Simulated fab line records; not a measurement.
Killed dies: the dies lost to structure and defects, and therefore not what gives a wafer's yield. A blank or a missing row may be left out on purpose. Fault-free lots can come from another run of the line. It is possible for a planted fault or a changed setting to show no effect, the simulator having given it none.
Comparing a struck lot with a sound one    flow sky130    31 steps out of a route of 708
Sound: these wafers, L812.1, L812.3, L812.4. Wafers L828.3, L828.5, L828.6 were the ones struck. The cause is given at the end.
Per side, at each step with rows, come the tool, then ch with its chambers, and then its first start. Under that, the readings that differ: sound wafers    struck wafers    difference of the means    sigmas: that difference in standard deviations of wafers without a fault.
alike: readings with means less than 2 such deviations apart, plus words and numbers identical on both sides. not compared: withheld readings, readings lacking a value on some wafer, bounds such as >300 that could conceal the same value, and numbers that have no deviation in the record and whose values overlap.
Wherever a step has rows on one side only, a row that says differs or no value, or a row with sigmas, the two part there. When numbers do not overlap yet have no deviation, they are printed without sigmas and do not part them. A reading missing from all wafers of one side parts the sides only when that side holds two or more wafers.

first, 1 step without rows for these wafers: SKY_PWDE_IMPLANT_08.
SKY_PWDE_STRIP_09: strips in O2/N2.
  sound on plasma-asher-03 ch 0,1, day 4 09:15; struck on plasma-asher-02 ch 0,1, day 8 09:43
  alike: chamber-pressure-mTorr, drypump-motor-current-A, oes-product-au, strip-time-to-endpoint-s
  not compared: rf-hours-counter-h
SKY_PWDE_TW_MEAS_10:
  sound: film-metro-03 at day 4 09:21; struck: film-metro-04 at day 8 09:49
  alike: PWDE_TW
then, 7 steps without rows for these wafers: SKY_NWELL_DEHYDRATE_03 (time 60 s); SKY_NWELL_HMDS_04 (prime time 60 s); SKY_NWELL_COAT_05 (resist thk 3000 nm); SKY_NWELL_SOFTBAKE_06; SKY_NWELL_EXPOSE_07 (exposes mask NWM, target cd 840 nm); SKY_NWELL_PEB_08; SKY_NWELL_DEVELOP_09 (develop time 60 s).
SKY_NWELL_OVL_MEAS_10:
  sound: overlay-01 at day 5 02:53; struck: overlay-01 at day 9 07:07
  alike: NWELL_00_OVL
following that, these wafers have no rows for 1 step: SKY_NWELL_IMPLANT_11.
SKY_NWELL_IMPLANT_12:
  sound on implanter-03 ch 0, day 5 03:05; struck on implanter-03 ch 0, day 9 07:20
reading             sound                             struck                            difference   sigmas
dose-ions-cm2       1.3019e+12 1.2996e+12 1.2998e+12  1.4867e+12 1.4909e+12 1.4884e+12  +1.8823e+11  +99 or more
faraday-current-uA  7.23 7.21 7.31                    8.34 8.77 8.45                    +1.27        +8
  alike: beam-energy-keV
following that, these wafers have no rows for 1 step: SKY_NWELL_IMPLANT_13.
SKY_NWELL_STRIP_14: strips in O2/N2.
  sound on plasma-asher-01 ch 0,1, day 5 03:23; struck on plasma-asher-01 ch 0,1, day 9 07:37
  alike: chamber-pressure-mTorr, drypump-motor-current-A, oes-product-au, strip-time-to-endpoint-s
  not compared: rf-hours-counter-h
SKY_NWELL_TW_MEAS_15:
  sound: film-metro-04 at day 5 03:29; struck: film-metro-03 at day 9 07:43
  alike: NWELL_TW
then, 7 steps without rows for these wafers: SKY_NWELL_DEHYDRATE_16 (time 60 s); SKY_NWELL_HMDS_17 (prime time 60 s); SKY_NWELL_COAT_18 (resist thk 3000 nm); SKY_NWELL_SOFTBAKE_19; SKY_NWELL_EXPOSE_20 (exposes mask NWM COMPLEMENT, target cd 840 nm); SKY_NWELL_PEB_21; SKY_NWELL_DEVELOP_22 (develop time 60 s).
SKY_NWELL_OVL_MEAS_23:
  sound: overlay-01 at day 5 21:43; struck: overlay-02 at day 10 06:42
  alike: NWELL_01_OVL
following that, these wafers have no rows for 1 step: SKY_NWELL_IMPLANT_24.
SKY_NWELL_STRIP_25: strips in O2/N2.
  sound on plasma-asher-01 ch 0,1, day 5 21:54; struck on plasma-asher-02 ch 0,1, day 10 06:55
reading                       sound              struck             difference  sigmas
strip-time-to-endpoint-s (s)  37.06 37.07 36.96  36.82 36.72 36.86  -0.23       -2
  alike: chamber-pressure-mTorr, drypump-motor-current-A, oes-product-au
  not compared: rf-hours-counter-h
SKY_NWELL_TW_MEAS_26:
  sound: film-metro-04 at day 5 22:00; struck: film-metro-03 at day 10 07:00
  alike: NWELL_2_TW
then, 1 step without rows for these wafers: SKY_NWELL_CLEAN_27 (cleans in SC1/SC2, time 150 s).
SKY_NWELL_RTA_28: time 30 s.
  sound on rtp-anneal-02 ch 0, day 5 22:10; struck on rtp-anneal-02 ch 0, day 10 07:07
  alike: chamber-o2-ppm, lamp-power-pct, ramp-up-c-per-s, wafer_temp_C_max
SKY_NWELL_RS_MEAS_29: a four-point-probe measurement.
  sound: film-metro-02 at day 5 22:22; struck: film-metro-04 at day 10 07:14
reading            sound              struck             difference  sigmas
NWELL_RS (ohm/sq)  624.2 624.9 623.7  617.8 618.5 618.6  -6.0        -4
SKY_PAD_OPEN_PROBE_99:
  sound wafers here have rows in the record (prober-01, day 46 14:04); struck ones have none

== WHERE THEY PART ==
First at SKY_NWELL_IMPLANT_12; last, within this record, at SKY_PAD_OPEN_PROBE_99.

WHY: what the simulator had put in
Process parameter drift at SKY_NWELL_IMPLANT_12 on implanter-03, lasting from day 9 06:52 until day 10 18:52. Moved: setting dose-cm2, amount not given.
